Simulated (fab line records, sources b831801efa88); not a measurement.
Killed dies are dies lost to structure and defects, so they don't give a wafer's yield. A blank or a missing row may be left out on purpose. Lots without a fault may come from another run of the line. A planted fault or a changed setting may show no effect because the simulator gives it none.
Which tool did it? | flow sky130 | 24 lots, 72 wafers sampled, at 2 steps of a route of 708

WHAT THE GAUGES READ, wafer by wafer
SKY_METAL2_OVL_MEAS_16. Usual: METAL2_OVL 0 nm, standard deviation 5.5.
lot  | measured     | on         | METAL2_OVL (nm) | flag
L074 | day 35 02:16 | overlay-02 | -3 0 -1         |
L075 | day 35 16:07 | overlay-01 | -6 -3 -10       |
L076 | day 35 21:39 | overlay-02 | -7 -5 -2        |
L077 | day 36 06:49 | overlay-01 | 6 -2 4          |
L078 | day 36 15:08 | overlay-02 | 5 4 5           |
L079 | day 37 00:17 | overlay-01 | 9 9 7           |
L080 | day 37 09:07 | overlay-02 | -5 -5 -5        |
L081 | day 37 16:17 | overlay-02 | -9 -8 -11       |
L082 | day 37 23:43 | overlay-02 | -2 4 2          |
L083 | day 38 00:46 | overlay-02 | 2 2 7           |
L084 | day 38 15:25 | overlay-01 | -6 -3 -1        |
L085 | day 38 22:26 | overlay-02 | 9 11 9          |
L086 | day 39 03:40 | overlay-01 | 1 -1 1          |
L087 | day 39 07:47 | overlay-02 | -5 1 0          |
L088 | day 39 11:46 | overlay-01 | -1 7 -10        |
L089 | day 39 14:52 | overlay-01 | 9 1 2           |
L090 | day 40 07:58 | overlay-01 | 5 1 3           |
L091 | day 40 08:46 | overlay-01 | -1 -4 1         |
L092 | day 40 17:59 | overlay-02 | 0 6 4           |
L093 | day 41 00:11 | overlay-01 | -1 -5 -5        |
L094 | day 41 09:04 | overlay-02 | 0 -1 1          |
L095 | day 41 15:41 | overlay-01 | -2 -4 3         |
L096 | day 42 04:17 | overlay-01 | -9 -4 -6        |
L097 | day 42 08:22 | overlay-01 | -3 -5 -7        |

WHICH TOOL RAN EACH LOT (tool, then ch and the chambers of the sampled wafers, then the start)
lot  | SKY_CONTACT_STRIP_19
L074 | plasma_asher-01 ch 0,1, day 31 12:32
L075 | plasma_asher-01 ch 0,1, day 32 01:44
L076 | plasma_asher-01 ch 0,1, day 32 10:38
L077 | plasma_asher-04 ch 0,1, day 32 18:55
L078 | plasma_asher-02 ch 0,1, day 33 02:45
L079 | plasma_asher-02 ch 0,1, day 33 13:42
L080 | plasma_asher-01 ch 0,1, day 33 23:39
L081 | plasma_asher-01 ch 0,1, day 34 06:04
L082 | plasma_asher-01 ch 0,1, day 34 13:25
L083 | plasma_asher-01 ch 0,1, day 34 14:05
L084 | plasma_asher-01 ch 0,1, day 35 05:47
L085 | plasma_asher-02 ch 0,1, day 35 13:01
L086 | plasma_asher-02 ch 0,1, day 35 16:35
L087 | plasma_asher-02 ch 0,1, day 35 22:51
L088 | plasma_asher-04 ch 0,1, day 36 02:57
L089 | plasma_asher-01 ch 0,1, day 36 07:29
L090 | plasma_asher-02 ch 0,1, day 36 23:53
L091 | plasma_asher-01 ch 0,1, day 37 01:11
L092 | plasma_asher-02 ch 0,1, day 37 11:37
L093 | plasma_asher-01 ch 0, day 37 17:35
L094 | plasma_asher-04 ch 0,1, day 38 02:28
L095 | plasma_asher-01 ch 0,1, day 38 10:00
L096 | plasma_asher-04 ch 1, day 38 22:15
L097 | plasma_asher-01 ch 1, day 39 04:11
- SKY_CONTACT_STRIP_19: strips in O2/N2.

WHAT THE TOOLS THEMSELVES READ (means of the sampled wafers that have a number; where no wafer has one, the mark that the record gives instead)
SKY_CONTACT_STRIP_19. Usual: drypump_motor_current_A 5.8 A, standard deviation 0.73; oes_product_au 0.381 a.u., standard deviation 0.0054; strip_time_to_endpoint_s 3.62 s, standard deviation 0.039.
lot  | tool            | drypump_motor_current_A (A) | oes_product_au (a.u.) | strip_time_to_endpoint_s (s) | flag
L074 | plasma_asher-01 | 6.1                         | 0.374                 | 3.66                         |
L075 | plasma_asher-01 | 6.1                         | 0.383                 | 3.61                         |
L076 | plasma_asher-01 | 6.4                         | 0.380                 | 3.61                         |
L077 | plasma_asher-04 | 5.8                         | 0.382                 | 3.63                         |
L078 | plasma_asher-02 | 4.9                         | 0.377                 | 3.64                         |
L079 | plasma_asher-02 | 4.9                         | 0.382                 | 3.60                         |
L080 | plasma_asher-01 | 6.2                         | 0.379                 | 3.58                         |
L081 | plasma_asher-01 | 6.4                         | 0.384                 | 3.65                         |
L082 | plasma_asher-01 | 6.1                         | 0.382                 | 3.64                         |
L083 | plasma_asher-01 | 6.4                         | 0.381                 | 3.62                         |
L084 | plasma_asher-01 | 6.4                         | 0.374                 | 3.60                         |
L085 | plasma_asher-02 | 5.0                         | 0.381                 | 3.61                         |
L086 | plasma_asher-02 | 5.0                         | 0.383                 | 3.61                         |
L087 | plasma_asher-02 | 5.0                         | 0.375                 | 3.60                         |
L088 | plasma_asher-04 | 5.8                         | 0.385                 | 3.62                         |
L089 | plasma_asher-01 | 6.1                         | 0.384                 | 3.60                         |
L090 | plasma_asher-02 | 4.9                         | 0.377                 | 3.61                         |
L091 | plasma_asher-01 | 6.2                         | 0.380                 | 3.59                         |
L092 | plasma_asher-02 | 4.9                         | 0.383                 | 3.59                         |
L093 | plasma_asher-01 | 5.9                         | 0.385                 | 3.70                         |
L094 | plasma_asher-04 | 5.3                         | 0.383                 | 3.64                         |
L095 | plasma_asher-01 | 6.1                         | 0.382                 | 3.59                         |
L096 | plasma_asher-04 | 4.7                         | 0.384                 | 3.66                         |
L097 | plasma_asher-01 | 6.6                         | 0.383                 | 3.68                         |

THE ANSWER, worked out from the rows above alone
Rule: a lot is off if the mean of its wafers that have a number lies more than 3 standard deviations from the usual mean. A lot without any number at a reading at which 4 lots or more have one is off too. The other lots that the step has rows for count as sound. The gauges are gone through in route order, then the tools' own readings, and for those a lot's mean is taken as printed above. The first step at which some lot is off is used, and at that step the reading that is off furthest; a lot without a number counts as furthest.
No lot is off at any reading shown: from this, nothing can be told.

WHAT THE SIMULATOR HAD PUT IN
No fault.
